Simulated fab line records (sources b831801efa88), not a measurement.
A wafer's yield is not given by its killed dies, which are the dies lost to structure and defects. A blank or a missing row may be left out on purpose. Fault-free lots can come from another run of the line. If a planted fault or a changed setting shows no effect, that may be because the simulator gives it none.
Matching of chambers || flow sky130 || rie-diel-02 running SKY_SPACER_ETCHBACK_02: 4 sister chambers
The step etches Si3N4 in CH3F/O2, stops on SiO2, time 46.7 s, target depth 45 nm. 22 wafers are shown with their chamber, then 11 later ones without.

## EACH WAFER AND ITS CHAMBER
{"wafer": "L075.2", "chamber": 0, "drypump-motor-current-A (A)": 6.0, "rf-fwd-power-W (W)": 396.5, "throttle-valve-pct (%)": 10.578}
{"wafer": "L075.3", "chamber": 2, "drypump-motor-current-A (A)": 5.9, "rf-fwd-power-W (W)": 397.4, "throttle-valve-pct (%)": 10.572}
{"wafer": "L075.6", "chamber": 3, "drypump-motor-current-A (A)": 5.6, "rf-fwd-power-W (W)": 395.7, "throttle-valve-pct (%)": 10.567}
{"wafer": "L079.1", "chamber": 0, "drypump-motor-current-A (A)": 6.0, "rf-fwd-power-W (W)": 397.7, "throttle-valve-pct (%)": 10.568}
{"wafer": "L079.2", "chamber": 2, "drypump-motor-current-A (A)": 6.0, "rf-fwd-power-W (W)": 397.0, "throttle-valve-pct (%)": 10.561}
{"wafer": "L079.6", "chamber": 1, "drypump-motor-current-A (A)": 5.7, "rf-fwd-power-W (W)": 395.6, "throttle-valve-pct (%)": 10.571}
{"wafer": "L080.1", "chamber": 1, "drypump-motor-current-A (A)": 5.7, "rf-fwd-power-W (W)": 395.9, "throttle-valve-pct (%)": 10.566}
{"wafer": "L080.2", "chamber": 2, "drypump-motor-current-A (A)": 6.0, "rf-fwd-power-W (W)": 394.9, "throttle-valve-pct (%)": 10.561}
{"wafer": "L080.3", "chamber": 3, "drypump-motor-current-A (A)": 5.6, "rf-fwd-power-W (W)": 396.6, "throttle-valve-pct (%)": 10.568}
{"wafer": "L082.1", "chamber": 3, "drypump-motor-current-A (A)": 5.6, "rf-fwd-power-W (W)": 393.6, "throttle-valve-pct (%)": 10.572}
{"wafer": "L082.2", "chamber": 2, "drypump-motor-current-A (A)": 6.0, "rf-fwd-power-W (W)": 397.3, "throttle-valve-pct (%)": 10.565}
{"wafer": "L082.5", "chamber": 1, "drypump-motor-current-A (A)": 5.7, "rf-fwd-power-W (W)": 396.6, "throttle-valve-pct (%)": 10.565}
{"wafer": "L083.1", "chamber": 2, "drypump-motor-current-A (A)": 5.9, "rf-fwd-power-W (W)": 396.9, "throttle-valve-pct (%)": 10.575}
{"wafer": "L083.4", "chamber": 3, "drypump-motor-current-A (A)": 5.6, "rf-fwd-power-W (W)": 396.2, "throttle-valve-pct (%)": 10.559}
{"wafer": "L083.6", "chamber": 2, "drypump-motor-current-A (A)": 6.0, "rf-fwd-power-W (W)": 395.7, "throttle-valve-pct (%)": 10.565}
{"wafer": "L085.2", "chamber": 2, "drypump-motor-current-A (A)": 6.0, "rf-fwd-power-W (W)": 396.7, "throttle-valve-pct (%)": 10.557}
{"wafer": "L085.4", "chamber": 3, "drypump-motor-current-A (A)": 5.6, "rf-fwd-power-W (W)": 391.8, "throttle-valve-pct (%)": 10.561}
{"wafer": "L085.5", "chamber": 2, "drypump-motor-current-A (A)": 5.9, "rf-fwd-power-W (W)": 395.9, "throttle-valve-pct (%)": 10.565}
{"wafer": "L084.2", "chamber": 1, "drypump-motor-current-A (A)": 5.7, "rf-fwd-power-W (W)": 396.1, "throttle-valve-pct (%)": 10.573}
{"wafer": "L084.4", "chamber": 3, "drypump-motor-current-A (A)": 5.6, "rf-fwd-power-W (W)": 394.6, "throttle-valve-pct (%)": 10.566}
{"wafer": "L084.5", "chamber": 1, "drypump-motor-current-A (A)": 5.7, "rf-fwd-power-W (W)": 395.8, "throttle-valve-pct (%)": 10.558}
{"wafer": "L086.1", "chamber": 3, "drypump-motor-current-A (A)": 5.6, "rf-fwd-power-W (W)": 394.1, "throttle-valve-pct (%)": 10.559}

SIGNATURES (means of the wafers above)
{"reading": "drypump-motor-current-A", "chamber 0": 6.000, "chamber 1": 5.700, "chamber 2": 5.963, "chamber 3": 5.600, "scatter within a chamber": 0.0323}
{"reading": "rf-fwd-power-W", "chamber 0": 397.100, "chamber 1": 396.000, "chamber 2": 396.475, "chamber 3": 394.657, "scatter within a chamber": 1.14}
{"reading": "throttle-valve-pct", "chamber 0": 10.57300, "chamber 1": 10.56660, "chamber 2": 10.56513, "chamber 3": 10.56457, "scatter within a chamber": 0.00569}
Rule: a wafer lies at a distance from a chamber equal to the root of the sum of squares, over the readings, of (its reading less the chamber's mean, divided by the reading's scatter). If the next closest chamber is less than 2 further off than the closest, the wafer can't be placed; otherwise it belongs to the closest. The scatter: the root of (the sum of the squares of (reading less its chamber's mean) over the shown wafers, divided by (wafers less chambers)).

## WAFERS MISSING THEIR CHAMBER
{"wafer": "L086.2", "drypump-motor-current-A (A)": 5.9, "rf-fwd-power-W (W)": 397.0, "throttle-valve-pct (%)": 10.565}
{"wafer": "L086.6", "drypump-motor-current-A (A)": 5.9, "rf-fwd-power-W (W)": 399.7, "throttle-valve-pct (%)": 10.564}
{"wafer": "L091.1", "drypump-motor-current-A (A)": 6.0, "rf-fwd-power-W (W)": 396.9, "throttle-valve-pct (%)": 10.564}
{"wafer": "L091.4", "drypump-motor-current-A (A)": 5.6, "rf-fwd-power-W (W)": 395.3, "throttle-valve-pct (%)": 10.582}
{"wafer": "L091.5", "drypump-motor-current-A (A)": 6.0, "rf-fwd-power-W (W)": 396.6, "throttle-valve-pct (%)": 10.576}
{"wafer": "L095.1", "drypump-motor-current-A (A)": 6.0, "rf-fwd-power-W (W)": 397.7, "throttle-valve-pct (%)": 10.568}
{"wafer": "L095.3", "drypump-motor-current-A (A)": 5.5, "rf-fwd-power-W (W)": 395.6, "throttle-valve-pct (%)": 10.568}
{"wafer": "L095.6", "drypump-motor-current-A (A)": 6.0, "rf-fwd-power-W (W)": 395.6, "throttle-valve-pct (%)": 10.574}
{"wafer": "L096.1", "drypump-motor-current-A (A)": 6.0, "rf-fwd-power-W (W)": 398.1, "throttle-valve-pct (%)": 10.575}
{"wafer": "L096.2", "drypump-motor-current-A (A)": 5.9, "rf-fwd-power-W (W)": 397.1, "throttle-valve-pct (%)": 10.566}
{"wafer": "L096.5", "drypump-motor-current-A (A)": 6.0, "rf-fwd-power-W (W)": 396.4, "throttle-valve-pct (%)": 10.545}

## WHICH CHAMBER EACH ONE RAN IN
{"wafer": "L086.2", "from the rows above": "can't be placed: 2 or 0", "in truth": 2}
{"wafer": "L086.6", "from the rows above": "can't be placed: 2 or 0", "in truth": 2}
{"wafer": "L091.1", "from the rows above": "can't be placed: 2 or 0", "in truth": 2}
{"wafer": "L091.4", "from the rows above": "can't be placed: 3 or 1", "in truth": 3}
{"wafer": "L091.5", "from the rows above": "can't be placed: 0 or 2", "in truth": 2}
{"wafer": "L095.1", "from the rows above": "can't be placed: 0 or 2", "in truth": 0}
{"wafer": "L095.3", "from the rows above": 3, "in truth": 3}
{"wafer": "L095.6", "from the rows above": "can't be placed: 0 or 2", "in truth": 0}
{"wafer": "L096.1", "from the rows above": "can't be placed: 0 or 2", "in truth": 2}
{"wafer": "L096.2", "from the rows above": "can't be placed: 2 or 0", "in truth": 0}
{"wafer": "L096.5", "from the rows above": "can't be placed: 2 or 0", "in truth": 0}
Correctly placed: 1 of 11. Can't be placed from these rows: 10 (the true chamber is among the candidates in 10). Placed wrongly: 0.
